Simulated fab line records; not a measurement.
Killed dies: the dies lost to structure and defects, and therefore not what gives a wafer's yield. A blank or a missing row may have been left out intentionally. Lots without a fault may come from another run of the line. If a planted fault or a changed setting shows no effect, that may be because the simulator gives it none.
fab line records | flow gf180mcu
[record] lots = 14 | wafers = 42 | last_day = 34
route steps=602 shown STI@3 VT_IMPLANT@118 DUAL_GATE@152
lots that met no fault: from a run of the same line without faults
start_h: hours from the record's opening day to when the first of the lot's shown wafers began | wait_h: hours from the lot's prior step to this one | " identical to the entry in the row above | L1.1+2: a row that stands for several wafers | - value missing, or start not given | * or withheld: withheld | < > ~ a bound
route shown NAME@n: names a module that has steps shown in the file, with the first one's number in the route | usual: average and standard deviation across the fault-free wafers | same: alike in all rows | chamber/n: place in a boat | sites: the reading at each site | _std_site: the values' standard deviation | _edge_site: inner sites' mean taken away from outer sites' mean | radius_mm: how far each site lies from the wafer's centre | mask NAME#n: copy n | behind: the most recent tool/chamber to have shaped the wafer | hold: why the lot went on hold/how many hours it stayed there/how the hold came to an end | device: the transistor (n, p or np) that didn't switch | end of line: the tests these same wafers got at the end of their route | a step with no rows: only its recipe | killed: count of dies lost to structure and defects at first sort (not the wafer's yield) | map: per-die view of a wafer (x killed, . not killed, _ where there is no die)
set.NAME: the setting that was run; set.NAME@STEP: the one run at that earlier step | model.NAME: the simulator's own value behind a step, which no gauge read
steps of the route over a sample of lots; a table a step, a row a wafer
[[steps]]
[step GF_STI_THK_MEAS_02]
[recipe] reads = SiO2_of_STI_OXIDATION_01
[usual] STI_OXIDATION_THK = 10.15/0.2
lot.wafer | tool          | chamber | start_h | wait_h | STI_OXIDATION_THK[nm]
L568.2    | film_metro-04 | -       | 12.71   | 0.0    | 9.97
L568.4    | "             | -       | "       | "      | 9.95
L568.5    | "             | -       | "       | "      | 10.11
L569.1    | film_metro-03 | -       | 16.51   | 0.0    | 10.19
L569.2    | "             | -       | "       | "      | 10.18
L569.6    | "             | -       | "       | "      | 10.16
L570.3    | film_metro-04 | -       | 21.53   | 0.0    | 9.75
L570.4    | "             | -       | "       | "      | 9.91
L570.5    | "             | -       | "       | "      | 9.99
L573.3    | film_metro-02 | -       | 36.90   | 0.0    | 10.25
L573.5    | "             | -       | "       | "      | 10.33
L573.6    | "             | -       | "       | "      | 10.34
L574.1    | film_metro-03 | -       | 41.51   | 0.0    | 10.54
L574.2    | "             | -       | "       | "      | 10.44
L574.3    | "             | -       | "       | "      | 10.39
L575.1    | film_metro-02 | -       | 46.51   | 0.0    | 10.26
L575.3    | "             | -       | "       | "      | 10.11
L575.6    | "             | -       | "       | "      | 10.13
L578.1    | film_metro-04 | -       | 62.52   | 0.0    | 10.36
L578.5    | "             | -       | "       | "      | 10.46
L578.6    | "             | -       | "       | "      | 10.32
L579.1    | film_metro-02 | -       | 66.56   | 0.0    | 10.38
L579.5    | "             | -       | "       | "      | 10.41
L579.6    | "             | -       | "       | "      | 10.39
L580.3    | film_metro-04 | -       | 71.53   | 0.0    | 10.41
L580.4    | "             | -       | "       | "      | 10.27
L580.6    | "             | -       | "       | "      | 10.29
L581.1    | film_metro-03 | -       | 77.10   | 0.0    | 10.05
L581.3    | "             | -       | "       | "      | 10.21
L581.6    | "             | -       | "       | "      | 10.21
L586.1    | film_metro-02 | -       | 101.70  | 0.0    | 10.19
L586.4    | "             | -       | "       | "      | 10.15
L586.5    | "             | -       | "       | "      | 10.11
L587.1    | film_metro-03 | -       | 107.20  | 0.0    | 9.82
L587.2    | "             | -       | "       | "      | 10.09
L587.3    | "             | -       | "       | "      | 10.11
L588.1    | film_metro-04 | -       | 111.65  | 0.0    | 10.24
L588.2    | "             | -       | "       | "      | 10.22
L588.4    | "             | -       | "       | "      | 10.00
L591.4    | film_metro-03 | -       | 126.54  | 0.0    | 10.07
L591.5    | "             | -       | "       | "      | 10.02
L591.6    | "             | -       | "       | "      | 10.33
[step GF_VT_IMPLANT_DEVELOP_28]
[recipe] develop_time_s = 60 | dev_temp_c = 23
[usual] chill_plate_temp_C = 23.02/0.12 | develop_time_s = 60/0
lot.wafer | tool           | chamber | start_h | wait_h | chill_plate_temp_C | develop_time_s
L568.2    | litho_track-02 | 0       | 142.19  | 0.1    | 22.98              | 60
L568.4    | "              | 0       | "       | "      | 22.97              | 60
L568.5    | "              | 0       | "       | "      | 23.03              | 60
L569.1    | litho_track-01 | 0       | 148.40  | 0.1    | 23.08              | 60
L569.2    | "              | 0       | "       | "      | 23.00              | 60
L569.6    | "              | 0       | "       | "      | 22.95              | 60
L570.3    | litho_track-03 | 0       | 154.38  | 0.1    | 23.14              | 60
L570.4    | "              | 0       | "       | "      | 23.08              | 60
L570.5    | "              | 0       | "       | "      | 23.06              | 60
L573.3    | litho_track-02 | 0       | 174.22  | 0.1    | 22.86              | 60
L573.5    | "              | 0       | "       | "      | 22.92              | 60
L573.6    | "              | 0       | "       | "      | 22.91              | 60
L574.1    | litho_track-01 | 0       | 180.75  | 0.1    | 22.92              | 60
L574.2    | "              | 0       | "       | "      | 22.76              | 60
L574.3    | "              | 0       | "       | "      | 23.02              | 60
L575.1    | litho_track-03 | 0       | 185.47  | 0.1    | 22.97              | 60
L575.3    | "              | 0       | "       | "      | 22.84              | 60
L575.6    | "              | 0       | "       | "      | 23.13              | 60
L578.1    | litho_track-02 | 0       | 207.32  | 0.1    | 22.98              | 60
L578.5    | "              | 0       | "       | "      | 23.11              | 60
L578.6    | "              | 0       | "       | "      | 22.93              | 60
L579.1    | litho_track-03 | -       | 215.42  | 0.1    | -                  | -
L579.5    | "              | -       | "       | "      | -                  | -
L579.6    | "              | -       | "       | "      | -                  | -
L580.3    | litho_track-03 | -       | 221.42  | 0.1    | -                  | -
L580.4    | "              | -       | "       | "      | -                  | -
L580.6    | "              | -       | "       | "      | -                  | -
L581.1    | litho_track-03 | 0       | 225.42  | 0.1    | 22.93              | 60
L581.3    | "              | 0       | "       | "      | 23.06              | 60
L581.6    | "              | 0       | "       | "      | 22.87              | 60
L586.1    | litho_track-03 | 0       | 257.62  | 0.1    | 23.10              | 60
L586.4    | "              | 0       | "       | "      | 23.10              | 60
L586.5    | "              | 0       | "       | "      | 23.05              | 60
L587.1    | litho_track-03 | 0       | 264.37  | 0.1    | 22.96              | 60
L587.2    | "              | 0       | "       | "      | 23.06              | 60
L587.3    | "              | 0       | "       | "      | 23.05              | 60
L588.1    | litho_track-01 | 0       | 272.10  | 0.1    | 23.35              | 60
L588.2    | "              | 0       | "       | "      | 23.37              | 60
L588.4    | "              | 0       | "       | "      | 23.32              | 60
L591.4    | litho_track-02 | 0       | 291.09  | 0.1    | 23.10              | 60
L591.5    | "              | 0       | "       | "      | 23.12              | 60
L591.6    | "              | 0       | "       | "      | 23.01              | 60
[step GF_DUAL_GATE_OVL_MEAS_11]
[usual] DUAL_GATE_OVL = 0.5/1.5
lot.wafer | tool       | chamber | start_h | wait_h | DUAL_GATE_OVL[nm]
L568.2    | overlay-02 | -       | 176.67  | 0.1    | -1.0
L568.4    | "          | -       | "       | "      | -2.1
L568.5    | "          | -       | "       | "      | -1.0
L569.1    | overlay-01 | -       | 183.22  | 0.1    | 1.3
L569.2    | "          | -       | "       | "      | 1.6
L569.6    | "          | -       | "       | "      | 2.1
L570.3    | overlay-01 | -       | 190.14  | 0.1    | -0.6
L570.4    | "          | -       | "       | "      | -0.8
L570.5    | "          | -       | "       | "      | -2.3
L573.3    | overlay-01 | -       | 211.45  | 0.1    | -0.2
L573.5    | "          | -       | "       | "      | -0.5
L573.6    | "          | -       | "       | "      | -0.8
L574.1    | overlay-02 | -       | 218.67  | 0.1    | 1.9
L574.2    | "          | -       | "       | "      | 2.3
L574.3    | "          | -       | "       | "      | 2.4
L575.1    | overlay-01 | -       | 223.37  | 0.1    | -1.2
L575.3    | "          | -       | "       | "      | -0.4
L575.6    | "          | -       | "       | "      | 0.0
L578.1    | overlay-01 | -       | 249.67  | 0.1    | -0.1
L578.5    | "          | -       | "       | "      | 0.6
L578.6    | "          | -       | "       | "      | -1.9
L581.1    | overlay-01 | -       | 265.31  | 0.1    | -0.4
L581.3    | "          | -       | "       | "      | -0.3
L581.6    | "          | -       | "       | "      | 0.4
L586.1    | overlay-01 | -       | 299.36  | 0.1    | 0.8
L586.4    | "          | -       | "       | "      | -0.2
L586.5    | "          | -       | "       | "      | -1.2
L587.1    | overlay-02 | -       | 308.57  | 0.1    | 0.7
L587.2    | "          | -       | "       | "      | 1.4
L587.3    | "          | -       | "       | "      | 3.3
L588.1    | overlay-01 | -       | 318.57  | 0.1    | 1.5
L588.2    | "          | -       | "       | "      | 1.5
L588.4    | "          | -       | "       | "      | 1.2
L591.4    | overlay-02 | -       | 333.53  | 0.1    | -1.7
L591.5    | "          | -       | "       | "      | -1.0
L591.6    | "          | -       | "       | "      | -1.3
[[key]]
[first_sign] step = GF_VT_IMPLANT_DEVELOP_28 | reading = tool_record | direction = missing
effect none on later readings
met_at GF_VT_IMPLANT_DEVELOP_28
struck_lots L579,L580
later_rows_left_out L579.1,L579.5,L579.6,L580.3,L580.4,L580.6
sort_left_out L579.1,L579.5,L579.6,L580.3,L580.4,L580.6
tester_left_out L579,L580
not_acting_at GF_STI_THK_MEAS_02,GF_DUAL_GATE_OVL_MEAS_11
onset_between 185.47 215.42
[fault] kind = skipped_step_whole | tool = litho_track-03 | chamber = - | onset_h = 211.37 | steps = GF_VT_IMPLANT_DEVELOP_28 | scope = struck_lots_only
// tester_left_out: of these lots the tester's yield and bins aren't shown, on N5 and GAA mostly nor the transistor test; their killed dies are dies lost to structure and defects alone, not to doping, threshold or leakage, so they don't give the yield
// sort_left_out: the simulated sort isn't trusted on such a fault, so these wafers' sort isn't shown, and their yield isn't known
// later_rows_left_out: the simulator's readings of these wafers behind a module that went badly wrong aren't trusted and aren't shown, but for the sort
